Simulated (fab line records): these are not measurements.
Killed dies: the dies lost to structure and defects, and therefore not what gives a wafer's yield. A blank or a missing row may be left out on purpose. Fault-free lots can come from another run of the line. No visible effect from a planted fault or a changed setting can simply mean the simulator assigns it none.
A lot that was struck, set against a sound lot + flow sky130 + 16 out of 708 route steps
Sound: wafers L231.1, L231.4, L231.6. Struck: wafer L238.4. (L238.6 of the same lot was not struck and is left out.) The cause comes at the end.
Each step with rows lists, per side, the tool, then ch with its chambers, then its first start. Under that, the readings that differ: sound wafers + struck wafers + difference of the means + sigmas: that difference in standard deviations of wafers without a fault.
alike: same words and numbers on both sides, and readings whose means sit less than 2 such deviations apart. not compared: any withheld reading, any reading some wafer has no value for, any bound like >300 that may hide the same value, and any number with overlapping values for which the record gives no deviation.
Wherever a step has rows on one side only, a row that says differs or no value, or a row with sigmas, the two part there. Numbers that don't overlap but have no deviation are shown without sigmas and don't part them. Lack of a reading on every wafer of one side parts them only where that side has two or more wafers.

first, 2 steps without rows for these wafers: SKY_LOCAL_INTERCONNECT_PEB_09; SKY_LOCAL_INTERCONNECT_DEVELOP_10 (develop time 60 s).
SKY_LOCAL_INTERCONNECT_CD_MEAS_11 targets a cd of 170 nm.
  struck on cd_sem-02, day 33 01:22; sound on cd_sem-01, day 30 01:16
  alike: cd_nm
SKY_LOCAL_INTERCONNECT_OVL_MEAS_12:
  struck on overlay-02, day 33 01:26; sound on overlay-01, day 30 01:23
  alike: LOCAL_INTERCONNECT_OVL
SKY_LOCAL_INTERCONNECT_ETCH_13: etches BARC in N2/H2, stops on SiO2, time 45.9 s, target depth 60 nm.
  sound on rie_metal-04 ch 0,1, day 30 01:26; struck on rie_metal-04 ch 0, day 33 01:29
  alike: drypump_motor_current_A, oes_product_au, throttle_valve_pct
  not compared: rf_hours_counter_h
SKY_LOCAL_INTERCONNECT_METAL_ETCH_14: etches TiN in Cl2/BCl3, stops on PSG, target depth 110 nm, time 31.4 s.
  sound on rie_metal-04 ch 0,1, day 30 01:29; struck on rie_metal-04 ch 0, day 33 01:32
| reading               | sound             | struck | difference | sigmas |
|-----------------------|-------------------|--------|------------|--------|
| oes_product_au (a.u.) | 0.956 0.951 0.945 | 0.933  | -0.018     | -2     |
  alike: drypump_motor_current_A, throttle_valve_pct
  not compared: rf_hours_counter_h
SKY_LOCAL_INTERCONNECT_STRIP_15: strips in O2/N2.
  sound on plasma_asher-02 ch 0,1, day 30 01:32; struck on plasma_asher-04 ch 0, day 33 01:36
  alike: drypump_motor_current_A, oes_product_au, strip_time_to_endpoint_s
  not compared: rf_hours_counter_h
then, 3 steps without rows for these wafers: SKY_LOCAL_INTERCONNECT_STRIP_16 (strips in post etch residue remover, time 1200 s); SKY_LOCAL_INTERCONNECT_CLEAN_17 (cleans in IPA, time 180 s); SKY_LOCAL_INTERCONNECT_CLEAN_18 (cleans in O3/DIW).
SKY_CONTACT_CVD_00: deposits Si3N4, target thk 75 nm.
  sound on pecvd-03 ch 0,1, day 30 02:08; struck on pecvd-03 ch 0, day 33 02:11
  alike: heater_power_w
SKY_CONTACT_THK_MEAS_01:
  struck on film_metro-02, day 33 02:14; sound on film_metro-01, day 30 02:11
  alike: CONTACT_CVD_00_THK
SKY_CONTACT_HDPCVD_02: deposits SiO2, target thk 565 nm, time 94.2 s.
  sound on hdpcvd-01 ch 0,1, day 30 02:14; struck on hdpcvd-01 ch 1, day 33 02:17
| reading                                     | sound             | struck | difference | sigmas |
|---------------------------------------------|-------------------|--------|------------|--------|
| run_length_s (s)                            | 122.3 122.3 120.7 | 128.2  | +6.4       | +10    |
| model.SiO2_of_CONTACT_HDPCVD_02.thk_nm (nm) | 562.3 562.4 562.1 | 586.2  | +23.9      |        |
SKY_CONTACT_THK_MEAS_03:
  struck on film_metro-02, day 33 02:21; sound on film_metro-02, day 30 02:20
| reading                 | sound       | struck | difference | sigmas |
|-------------------------|-------------|--------|------------|--------|
| CONTACT_HDPCVD_THK (nm) | 562 562 562 | 586    | +24        | +3     |
SKY_CONTACT_CMP_04: polishes SiO2.
  sound on cmp-01 ch 0,2,3, day 30 02:27; struck on cmp-01 ch 0, day 33 02:38
  alike: head_pressure_psi, motor_current_A, slurry_flow_ml_min, time_to_endpoint_s
SKY_PAD_OPEN_PROBE_99:
  rows exist in the record for the sound wafers here (prober-02, day 45 11:23), none for the struck ones

== WHERE THEY PART ==
First at SKY_LOCAL_INTERCONNECT_METAL_ETCH_14; last, within this record, at SKY_PAD_OPEN_PROBE_99.

WHY: the cause the simulator had injected
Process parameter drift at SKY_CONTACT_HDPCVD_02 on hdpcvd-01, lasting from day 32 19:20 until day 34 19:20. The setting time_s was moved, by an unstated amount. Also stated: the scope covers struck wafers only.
